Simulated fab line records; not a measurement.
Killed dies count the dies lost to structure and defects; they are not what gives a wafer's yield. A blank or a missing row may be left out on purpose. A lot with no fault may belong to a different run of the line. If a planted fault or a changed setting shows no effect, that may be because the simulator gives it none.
fab line records	flow gf180mcu
[record] lots = 13	wafers = 39	last_day = 34
route steps=602 shown STI@1 MVSD@75 M1@329 V1@350
lots untouched by any fault: they come from a run of this same line in which no faults occurred
start_h: start of the lot's first displayed wafer, in hours after the record's first day	wait_h: how many hours have passed since the lot's step before this one	" the same as in the row above	L1.1+2: several wafers, shown together as one row	- no value, or no start given	* or withheld: withheld	< > ~ a bound
route shown NAME@n: NAME is a module with steps in the file, n the number in the route of the first one	usual: average and standard deviation across the fault-free wafers	same: alike in all rows	chamber/n: place in a boat	sites: per-site readings	_std_site: the values' standard deviation	_edge_site: the outer-site mean with the inner-site mean subtracted	radius_mm: for every site, how far away it sits from the centre of the wafer	mask NAME#n: copy n	behind: the most recent tool/chamber to have shaped the wafer	hold: the reason the lot was held/the length of the hold in hours/how it ended	device: names the non-switching transistor (n, p or np)	end of line: the tests these same wafers got at the end of their route	a step without rows: its recipe alone	killed: not the wafer's yield, but the dies lost to structure and defects at the first sort	map: per-die view of a wafer (x killed, . not killed, _ where there is no die)
set.NAME: the setting that was run; set.NAME@STEP: the one run at that earlier step	model.NAME: the simulator's own value behind a step, which no gauge read
steps of the route over a sample of lots; a table a step, a row a wafer
services: from which hour (start_h, from the record's first day; less than 0 if before it) a tool's chamber was out of use, for how many hours, and why
[[steps]]
[step GF_STI_BOW_MEAS_00]
[recipe] mode = bow
[usual] INCOMING_BOW = 0/5.7
lot.wafer	tool	chamber	start_h	wait_h	INCOMING_BOW[um]
L617.4	film_metro-01	-	10.06	-	0
L617.5	"	-	"	"	0
L617.6	"	-	"	"	-5
L618.1	film_metro-02	-	15.00	-	6
L618.4	"	-	"	"	-9
L618.5	"	-	"	"	-4
L621.2	film_metro-01	-	30.02	-	-3
L621.3	"	-	"	"	4
L621.6	"	-	"	"	8
L623.3	film_metro-04	-	40.04	-	6
L623.4	"	-	"	"	-3
L623.6	"	-	"	"	1
L624.1	film_metro-02	-	45.00	-	-4
L624.5	"	-	"	"	-3
L624.6	"	-	"	"	-4
L629.2	film_metro-02	-	70.02	-	2
L629.3	"	-	"	"	5
L629.6	"	-	"	"	3
L631.3	film_metro-02	-	80.04	-	-4
L631.5	"	-	"	"	5
L631.6	"	-	"	"	-1
L634.1	film_metro-04	-	95.02	-	4
L634.2	"	-	"	"	6
L634.6	"	-	"	"	-10
L636.3	film_metro-01	-	105.04	-	8
L636.4	"	-	"	"	0
L636.6	"	-	"	"	7
L637.1	film_metro-04	-	110.00	-	13
L637.2	"	-	"	"	0
L637.6	"	-	"	"	1
L638.2	film_metro-01	-	115.02	-	4
L638.3	"	-	"	"	7
L638.6	"	-	"	"	6
L639.3	film_metro-01	-	120.04	-	-1
L639.5	"	-	"	"	6
L639.6	"	-	"	"	1
L640.1	film_metro-02	-	125.00	-	6
L640.4	"	-	"	"	-3
L640.5	"	-	"	"	3
[step GF_MVSD_IMPLANT_09]
[recipe] species = P	energy_kev = 100	dose_cm2 = 5e+12	tilt_deg = 0
[usual] beam_energy_keV = 100.00/0.033	dose_ions_cm2 = 5.001e+12/5.1e+09	faraday_current_uA = 28.1/0.57
lot.wafer	tool	chamber	start_h	wait_h	beam_energy_keV	dose_ions_cm2	faraday_current_uA
L617.4	implanter-02	0	83.23	0.1	100.02	5.005e+12	27.9
L617.5	"	0	"	"	99.99	5e+12	27.5
L617.6	"	0	"	"	100.02	5.004e+12	28.4
L618.1	implanter-02	0	88.76	0.1	100.02	5.002e+12	28.1
L618.4	"	0	"	"	100.06	5.005e+12	28.4
L618.5	"	0	"	"	100.01	5e+12	29.5
L621.2	implanter-02	0	105.22	0.1	99.97	5.012e+12	27.3
L621.3	"	0	"	"	99.98	4.998e+12	28.5
L621.6	"	0	"	"	99.97	4.99e+12	28.1
L623.3	implanter-01	0	117.32	0.1	99.98	1.793e+12	10.1
L623.4	"	0	"	"	99.93	1.8e+12	10.3
L623.6	"	0	"	"	99.96	1.792e+12	10.0
L624.1	implanter-01	0	123.32	0.1	100.00	1.788e+12	9.9
L624.5	"	0	"	"	99.93	1.793e+12	10.4
L624.6	"	0	"	"	99.99	1.794e+12	9.7
L629.2	implanter-04	0	154.12	0.1	100.03	5.003e+12	28.1
L629.3	"	0	"	"	100.00	5.001e+12	28.5
L629.6	"	0	"	"	99.99	5.007e+12	28.2
L631.3	implanter-04	0	163.87	0.1	99.99	4.999e+12	27.4
L631.5	"	0	"	"	100.02	5.003e+12	27.5
L631.6	"	0	"	"	99.98	4.997e+12	27.9
L634.1	implanter-04	0	181.01	0.1	100.02	5e+12	27.8
L634.2	"	0	"	"	100.01	4.996e+12	28.1
L634.6	"	0	"	"	99.97	4.998e+12	28.6
L636.3	implanter-01	0	191.72	0.1	100.02	5.004e+12	27.7
L636.4	"	0	"	"	99.98	5.01e+12	27.3
L636.6	"	0	"	"	100.01	5.001e+12	28.1
L637.1	implanter-01	0	199.92	0.1	100.04	5.003e+12	27.1
L637.2	"	0	"	"	100.04	5.004e+12	28.2
L637.6	"	0	"	"	99.96	5.006e+12	28.7
L638.2	implanter-01	0	204.17	0.1	99.97	4.996e+12	27.8
L638.3	"	0	"	"	100.00	4.994e+12	28.3
L638.6	"	0	"	"	99.99	4.986e+12	27.8
L639.3	implanter-01	0	209.45	0.1	100.03	4.993e+12	28.1
L639.5	"	0	"	"	100.03	4.995e+12	28.9
L639.6	"	0	"	"	100.02	5.001e+12	28.5
L640.1	implanter-01	0	214.62	0.1	100.03	5.013e+12	28.3
L640.4	"	0	"	"	99.94	4.998e+12	28.6
L640.5	"	0	"	"	100.01	5.003e+12	28.1
[step GF_MVSD_TW_MEAS_11]
[usual] MVSD_TW = 1576/10
lot.wafer	tool	chamber	start_h	wait_h	MVSD_TW
L617.4	film_metro-02	-	83.44	0.1	1589
L617.5	"	-	"	"	1590
L617.6	"	-	"	"	1592
L618.1	film_metro-04	-	89.14	0.2	1570
L618.4	"	-	"	"	1568
L618.5	"	-	"	"	1563
L621.2	film_metro-02	-	105.46	0.1	1590
L621.3	"	-	"	"	1587
L621.6	"	-	"	"	1591
L623.3	film_metro-04	-	117.54	0.1	1518
L623.4	"	-	"	"	1530
L623.6	"	-	"	"	1530
L624.1	film_metro-04	-	123.57	0.1	1527
L624.5	"	-	"	"	1532
L624.6	"	-	"	"	1524
L629.2	film_metro-04	-	154.36	0.1	1576
L629.3	"	-	"	"	1571
L629.6	"	-	"	"	1569
L631.3	film_metro-02	-	164.09	0.1	1598
L631.5	"	-	"	"	1596
L631.6	"	-	"	"	1590
L634.1	film_metro-02	-	181.26	0.1	1594
L634.2	"	-	"	"	1594
L634.6	"	-	"	"	1590
L636.3	film_metro-03	-	191.94	0.1	1571
L636.4	"	-	"	"	1574
L636.6	"	-	"	"	1569
L637.1	film_metro-03	-	200.17	0.1	1576
L637.2	"	-	"	"	1573
L637.6	"	-	"	"	1581
L638.2	film_metro-03	-	204.41	0.1	1579
L638.3	"	-	"	"	1574
L638.6	"	-	"	"	1568
L639.3	film_metro-02	-	209.67	0.1	1573
L639.5	"	-	"	"	1569
L639.6	"	-	"	"	1582
L640.1	film_metro-03	-	214.87	0.1	1572
L640.4	"	-	"	"	1583
L640.5	"	-	"	"	1580
[step GF_VT_IMPLANT_RS_MEAS_46]
[recipe] thk_meas_gauge = four-point-probe
[usual] MVSD_RS = 456.9/1.1
lot.wafer	tool	chamber	start_h	wait_h	MVSD_RS[ohm/sq]
L617.4	film_metro-02	-	157.95	0.1	457.0
L617.5	"	-	"	"	457.3
L617.6	"	-	"	"	457.1
L618.1	film_metro-03	-	164.57	0.1	457.0
L618.4	"	-	"	"	457.0
L618.5	"	-	"	"	457.4
L621.2	film_metro-02	-	182.56	0.1	455.2
L621.3	"	-	"	"	455.1
L621.6	"	-	"	"	456.8
L623.3	film_metro-03	-	198.54	0.1	517.2
L623.4	"	-	"	"	518.3
L623.6	"	-	"	"	517.9
L624.1	film_metro-03	-	206.09	0.1	518.4
L624.5	"	-	"	"	517.6
L624.6	"	-	"	"	517.7
L629.2	film_metro-02	-	239.36	0.1	457.1
L629.3	"	-	"	"	457.0
L629.6	"	-	"	"	457.6
L631.3	film_metro-03	-	250.93	0.1	456.7
L631.5	"	-	"	"	457.1
L631.6	"	-	"	"	458.2
L634.1	film_metro-03	-	271.62	0.1	455.7
L634.2	"	-	"	"	456.0
L634.6	"	-	"	"	457.9
L636.3	film_metro-03	-	284.66	0.1	457.0
L636.4	"	-	"	"	456.1
L636.6	"	-	"	"	456.2
L637.1	film_metro-03	-	293.65	0.1	457.1
L637.2	"	-	"	"	458.6
L637.6	"	-	"	"	457.0
L638.2	film_metro-02	-	297.64	0.1	455.8
L638.3	"	-	"	"	456.7
L638.6	"	-	"	"	456.9
L639.3	film_metro-04	-	305.34	0.1	456.8
L639.5	"	-	"	"	457.5
L639.6	"	-	"	"	455.8
L640.1	film_metro-03	-	309.42	0.1	456.9
L640.4	"	-	"	"	457.0
L640.5	"	-	"	"	457.4
[step GF_M1_CD_MEAS_14]
[recipe] target_cd_nm = 230
[usual] cd_nm = 229.8/1.2
lot.wafer	tool	chamber	start_h	wait_h	cd_nm
L617.4	cd_sem-02	-	386.90	0.1	230.5
L617.5	"	-	"	"	230.4
L617.6	"	-	"	"	229.3
L618.1	cd_sem-02	-	400.21	0.2	228.1
L618.4	"	-	"	"	228.9
L618.5	"	-	"	"	229.0
L621.2	cd_sem-02	-	420.16	0.1	229.6
L621.3	"	-	"	"	231.8
L621.6	"	-	"	"	229.3
L623.3	cd_sem-01	-	444.53	0.1	230.0
L623.4	"	-	"	"	230.7
L623.6	"	-	"	"	231.1
L624.1	cd_sem-01	-	451.14	0.1	231.8
L624.5	"	-	"	"	230.7
L624.6	"	-	"	"	231.8
L629.2	cd_sem-02	-	501.06	0.1	230.8
L629.3	"	-	"	"	231.1
L629.6	"	-	"	"	230.5
L631.3	cd_sem-02	-	512.88	0.1	230.0
L631.5	"	-	"	"	230.6
L631.6	"	-	"	"	231.2
L634.1	cd_sem-01	-	535.74	0.1	229.5
L634.2	"	-	"	"	231.3
L634.6	"	-	"	"	230.0
L636.3	cd_sem-02	-	551.11	0.1	230.8
L636.4	"	-	"	"	230.2
L636.6	"	-	"	"	230.9
L637.1	cd_sem-02	-	560.97	0.1	228.6
L637.2	"	-	"	"	228.5
L637.6	"	-	"	"	228.1
L638.2	cd_sem-01	-	569.44	0.1	230.3
L638.3	"	-	"	"	229.9
L638.6	"	-	"	"	229.3
L639.3	cd_sem-01	-	577.01	0.1	228.9
L639.5	"	-	"	"	228.1
L639.6	"	-	"	"	228.0
L640.1	cd_sem-02	-	577.14	0.1	229.0
L640.4	"	-	"	"	229.2
L640.5	"	-	"	"	229.5
[step GF_V1_OVL_MEAS_15]
[usual] V1_OVL = -2/6
lot.wafer	tool	chamber	start_h	wait_h	V1_OVL[nm]
L617.4	overlay-01	-	412.14	0.1	9
L617.5	"	-	"	"	3
L617.6	"	-	"	"	11
L618.1	overlay-02	-	426.08	0.1	-4
L618.4	"	-	"	"	2
L618.5	"	-	"	"	-1
L621.2	overlay-01	-	446.34	0.1	-7
L621.3	"	-	"	"	1
L621.6	"	-	"	"	-7
L623.3	overlay-01	-	469.84	0.1	2
L623.4	"	-	"	"	-7
L623.6	"	-	"	"	0
L624.1	overlay-01	-	477.21	0.1	-1
L624.5	"	-	"	"	-5
L624.6	"	-	"	"	-4
L629.2	overlay-02	-	525.73	0.1	4
L629.3	"	-	"	"	-2
L629.6	"	-	"	"	8
L631.3	overlay-02	-	537.17	0.1	2
L631.5	"	-	"	"	4
L631.6	"	-	"	"	-10
L634.1	overlay-01	-	559.86	0.1	-3
L634.2	"	-	"	"	-5
L634.6	"	-	"	"	-6
L636.3	overlay-02	-	574.67	0.1	6
L636.4	"	-	"	"	6
L636.6	"	-	"	"	9
L637.1	overlay-01	-	584.42	0.1	-9
L637.2	"	-	"	"	-5
L637.6	"	-	"	"	-8
L638.2	overlay-02	-	592.44	0.1	0
L638.3	"	-	"	"	-5
L638.6	"	-	"	"	1
L639.3	overlay-01	-	599.59	0.1	-10
L639.5	"	-	"	"	-9
L639.6	"	-	"	"	-7
L640.1	overlay-02	-	599.86	0.1	3
L640.4	"	-	"	"	-7
L640.5	"	-	"	"	0
[[services]]
tool	chamber	start_h	hours	kind
implanter-02	-	89.24	9.7	repair
implanter-04	-	94.44	12.9	repair
implanter-02	-	115.99	5.0	pm
implanter-04	-	173.76	2.2	repair
implanter-04	-	177.47	2.0	repair
implanter-04	-	199.53	3.0	repair
implanter-04	-	202.48	19.6	repair
implanter-02	-	213.45	3.9	repair
[[key]]
[first_sign] step = GF_MVSD_IMPLANT_09	reading = dose_ions_cm2	direction = down	sigmas = 99+	usual = 5.001e+12	struck = 1.793e+12
[effect] step = GF_MVSD_IMPLANT_09	reading = faraday_current_uA	direction = down	sigmas = 32	usual = 28.1	struck = 10.1
[effect] step = GF_MVSD_TW_MEAS_11	reading = MVSD_TW	direction = down	sigmas = 4.8	usual = 1576	struck = 1527
[effect] step = GF_VT_IMPLANT_RS_MEAS_46	reading = MVSD_RS	direction = up	sigmas = 55	usual = 456.9	struck = 517.9
met_at GF_MVSD_IMPLANT_09
struck_lots L623,L624
tester_left_out L623,L624
not_acting_at GF_STI_BOW_MEAS_00,GF_M1_CD_MEAS_14,GF_V1_OVL_MEAS_15
[fault] kind = process_parameter_drift	tool = implanter-01	chamber = -	onset_h = 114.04	steps = GF_MVSD_IMPLANT_09	channel = dose_cm2	offset = -3.211e+12	shape = step	end_h = 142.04	acts_in = these_recipes_only	stated = 5e+12
// tester_left_out: of these lots the tester's yield and bins aren't shown, on N5 and GAA mostly nor the transistor test; their killed dies are dies lost to structure and defects alone, not to doping, threshold or leakage, so they don't give the yield
